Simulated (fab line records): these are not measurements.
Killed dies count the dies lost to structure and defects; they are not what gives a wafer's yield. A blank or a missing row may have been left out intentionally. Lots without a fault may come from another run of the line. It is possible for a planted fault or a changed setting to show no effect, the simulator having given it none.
What tool caused it? ; flow sfq-line ; 21 wafers from 7 lots sampled at 3 of the route's 325 steps

== WHAT EACH GAUGE READ, for each wafer ==
SFQ_M2_RS_MEAS_914: measures by four-point-probe.
lot;measured;on;M2_NB_RS (ohm/sq)
L350;day 25 11:16;film-metro-01;0.909 0.885 0.897
L353;day 26 03:28;film-metro-01;0.889 0.880 0.888
L359;day 28 20:00;film-metro-02;0.899 0.906 0.891
L362;day 29 12:51;film-metro-02;0.883 0.888 0.873
L365;day 30 08:05;film-metro-04;- - -
L367;day 36 23:29;film-metro-01;0.884 0.876 0.876
L371;day 38 20:59;film-metro-02;0.883 0.889 0.895

== TOOL THAT RAN EACH LOT (tool first, then ch and the chambers of the sampled wafers, then the start) ==
lot;SFQ_TRILAYER_I0_VIA_BARC_OPEN_VIA_ETCH_046;SFQ_TRILAYER_M2_DEP_SPUTTER_055
L350;rie-diel-01 ch 1,2, day 18 21:17;pvd-sputter-04, day 25 11:08
L353;rie-diel-03 ch 1,2, day 19 17:41;pvd-sputter-06, day 26 03:20
L359;rie-diel-01 ch 0,1,2, day 22 01:23;pvd-sputter-04, day 28 19:53
L362;rie-diel-03 ch 0,3, day 23 04:59;pvd-sputter-06, day 29 12:46
L365;rie-diel-03 ch 1,3, day 24 03:47;pvd-sputter-04, day 30 08:00
L367;rie-diel-01 ch 1,3, day 24 19:23;pvd-sputter-04, day 36 23:22
L371;rie-diel-04 ch 0,1,3, day 26 21:29;pvd-sputter-03, day 38 20:52
- SFQ_TRILAYER_I0_VIA_BARC_OPEN_VIA_ETCH_046: etches BARC in O2, target depth 125 nm, time 41.7 s.
- SFQ_TRILAYER_M2_DEP_SPUTTER_055: material Nb, target thk 200 nm, time 133.3 s.

== THE ANSWER, worked out from the rows above alone ==
Rule: usual is defined by the lots themselves. Put in order of their means at a reading, lots are off if they are a third of the lots or fewer, leave a main group of 4 or more, and stand apart from it by a gap of 3 or more times the standard deviation of the main group's means; of several such gaps the widest counts. If all means in a main group match to the digits the tables above print for the reading, that group is not used. Also off: a lot with no number at a reading for which 4 or more lots have one. All remaining lots with rows at the step are treated as sound.
Off: at SFQ_M2_RS_MEAS_914 (M2_NB_RS), L365. Without a number there: L365. The main group has a mean of 0.888 ohm/sq with a standard deviation of 0.0074.
If a tool, at a process step before that reading, ran all the lots that are off and no sound lot after the first of them, it fits. The gauges at SFQ_M2_RS_MEAS_914 are tried like those tools. This does not decide it: 2 tools fit, namely rie-diel-03 at SFQ_TRILAYER_I0_VIA_BARC_OPEN_VIA_ETCH_046 and film-metro-04 at SFQ_M2_RS_MEAS_914.

== WHAT WAS PUT IN BY THE SIMULATOR ==
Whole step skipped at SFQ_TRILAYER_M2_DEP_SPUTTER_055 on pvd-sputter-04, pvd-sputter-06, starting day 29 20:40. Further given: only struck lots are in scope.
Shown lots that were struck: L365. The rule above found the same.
